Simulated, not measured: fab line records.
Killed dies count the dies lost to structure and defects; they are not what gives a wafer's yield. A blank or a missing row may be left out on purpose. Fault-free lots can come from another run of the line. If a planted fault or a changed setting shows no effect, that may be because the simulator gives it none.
Problem report in the 8D (eight disciplines) form, filled by code	flow sky130	the parts of the form that need people (team, actions taken, sign-off) are left out

== 1. WHAT WENT WRONG ==
Mean of dose-ions-cm2 at SKY_VT_ADJUST_LVTN_IMPLANT_08: 1.5165e+12 across 6 wafers in 2 lots; on wafers with no fault it is 1.5699e+12 (standard deviation 1.6e+09). Relative to the usual mean, that is a shift of -33 standard deviations.
First seen on wafer L815.1, day 10 12:29, on implanter-01. The record has a number at this step for 42 wafers belonging to 14 lots. The rule behind "out" and "out of limits": a value lying over 4 standard deviations away from the usual mean. The rest of the wafers with a number are treated as sound.

== 2. WHAT IT IS, AND WHAT IT ISN'T ==
question	is	is not
which readings at this step	dose-ions-cm2	-
which lots	L815, L816	L802, L803, L804, L805, L806, L807, L808, L812, L819, L820, L821, L824
which wafers of those lots	all that have a number	-
read on which tools	implanter-01	implanter-03, implanter-04
when	from day 10 12:29	up to then (24 sound wafers); but 12 sound wafers of L819, L820, L821, L824 came after

== 3. SUSPECTS, AND WHAT RULES EACH OUT ==
Counting: a tool at any process step up to the reading remains a suspect when it ran all the lots that are out and ran no sound lot after the first of those.
- implanter-01 at SKY_VT_ADJUST_LVTN_IMPLANT_08: kept. All lots that are out passed through it, beginning with L815 at day 10 12:29, and no sound lot followed; its final sound lot before that point was L812 at day 9 13:44. Out on those wafers are its own readings of dose-ions-cm2.
Remaining after the count: implanter-01 at SKY_VT_ADJUST_LVTN_IMPLANT_08.

== 4. THE CAUSE (what the simulator had put in) ==
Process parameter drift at SKY_VT_ADJUST_LVTN_IMPLANT_08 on implanter-01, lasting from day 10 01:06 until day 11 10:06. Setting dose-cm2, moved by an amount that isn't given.
The count eliminated every tool but this one.

== 5. SEQUENCE OF EFFECTS, ordered by route ==
Rows list readings where the struck wafers' mean (over those with a number) sits beyond 3 standard deviations from the usual. Scope: only readings with a usual standard deviation given in the record; hours: median across lots of the time from each lot's start at the first step in this table that gives one to its start at this step; sigmas: change in usual standard deviations.
hours	step	reading	usual	on struck wafers	change	sigmas
0	SKY_VT_ADJUST_LVTN_IMPLANT_08	dose-ions-cm2	1.5699e+12	1.5165e+12	-5.3367e+10	-33
It contains these process steps:
- SKY_VT_ADJUST_LVTN_IMPLANT_08
At these later measuring or inspecting steps, every struck wafer for which the step has a row has a number for every such reading, and none has moved that far: SKY_LDD_LDN_TW_MEAS_13.

== 6. WHAT WOULD HAVE CAUGHT IT SOONER ==
11 hours passed between the start of the fault at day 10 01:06 and the first reading out of limits in this record, taken at day 10 12:29.
